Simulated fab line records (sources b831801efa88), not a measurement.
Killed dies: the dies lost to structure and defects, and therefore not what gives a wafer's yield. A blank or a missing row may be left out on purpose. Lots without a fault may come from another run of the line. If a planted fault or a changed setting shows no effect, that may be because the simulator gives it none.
One fault through the eyes of 2 desks / flow sky130 / every desk sees just its own numbers, and what lay behind them comes last

== TOOL OWNER'S DESK, rieDiel-02 ==
The tool's own readings at SKY_METAL3_ETCH_17 (etches SiO2 in C4F8/O2/Ar, stops on TiN, time 3.9 s, target depth 15 nm): means of the sampled wafers that have a number, for each lot that ran on this tool. A lot is out of limits, marked OUT, if its mean lies more than 4 standard deviations from the usual mean; the brackets give that distance.
Columns: A = biasW at SKY_METAL3_ETCH_17, usual 1200 W; B = chamberPressureMTorr at SKY_METAL3_ETCH_17, usual 40.00 mTorr; C = oesProductAu at SKY_METAL3_ETCH_17, usual 0.753 a.u.; D = rfFwdPowerW at SKY_METAL3_ETCH_17, usual 1473 W
lot=L191; first seen here=day 38 18:25; A=1203; B=40.01; C=0.759; D=1478
lot=L205; first seen here=day 42 20:43; A=1201; B=39.98; C=0.758; D=1470
lot=L209; first seen here=day 43 22:10; A=1202; B=40.02; C=0.756; D=1476
lot=L210; first seen here=day 44 03:49; A=1201; B=40.02; C=0.750; D=1473
lot=L211; first seen here=day 44 11:13; A=1201; B=39.99; C=0.757; D=1473
lot=L213; first seen here=day 44 21:04; A=1201; B=40.00; C=0.752; D=1476
lot=L214; first seen here=day 45 09:58; A=1197; B=40.02; C=0.755; D=1476
This desk's finding: nothing out of limits on any of the 7 lots.

== FROM THE METROLOGY DESK ==
Lot by lot, what the gauges showed, no matter which tool ran the lot: averages of those sampled wafers that carry a number. A lot is out of limits, marked OUT, if its mean lies more than 4 standard deviations from the usual mean; the brackets give that distance.
Columns: A = METAL3_OVL at SKY_METAL3_OVL_MEAS_14, usual -3 nm
lot=L191; first seen here=day 38 18:15; A=-1
lot=L193; first seen here=day 39 07:36; A=-7
lot=L194; first seen here=day 39 18:39; A=-1
lot=L195; first seen here=day 40 01:09; A=-8
lot=L196; first seen here=day 40 03:30; A=-3
lot=L197; first seen here=day 40 12:52; A=0
lot=L205; first seen here=day 42 20:34; A=-3
lot=L206; first seen here=day 43 04:58; A=3
lot=L207; first seen here=day 43 08:37; A=-5
lot=L209; first seen here=day 43 22:00; A=-8
lot=L210; first seen here=day 44 03:39; A=-4
lot=L211; first seen here=day 44 11:04; A=-0
lot=L212; first seen here=day 44 16:22; A=0
lot=L213; first seen here=day 44 20:55; A=-5
lot=L214; first seen here=day 45 09:49; A=3
This desk's finding: nothing out of limits on any of the 15 lots.

== PUT TOGETHER ==
The tool owner's desk saw nothing out of limits.
The metrology desk saw nothing out of limits.

== WHAT THE SIMULATOR PUT IN ==
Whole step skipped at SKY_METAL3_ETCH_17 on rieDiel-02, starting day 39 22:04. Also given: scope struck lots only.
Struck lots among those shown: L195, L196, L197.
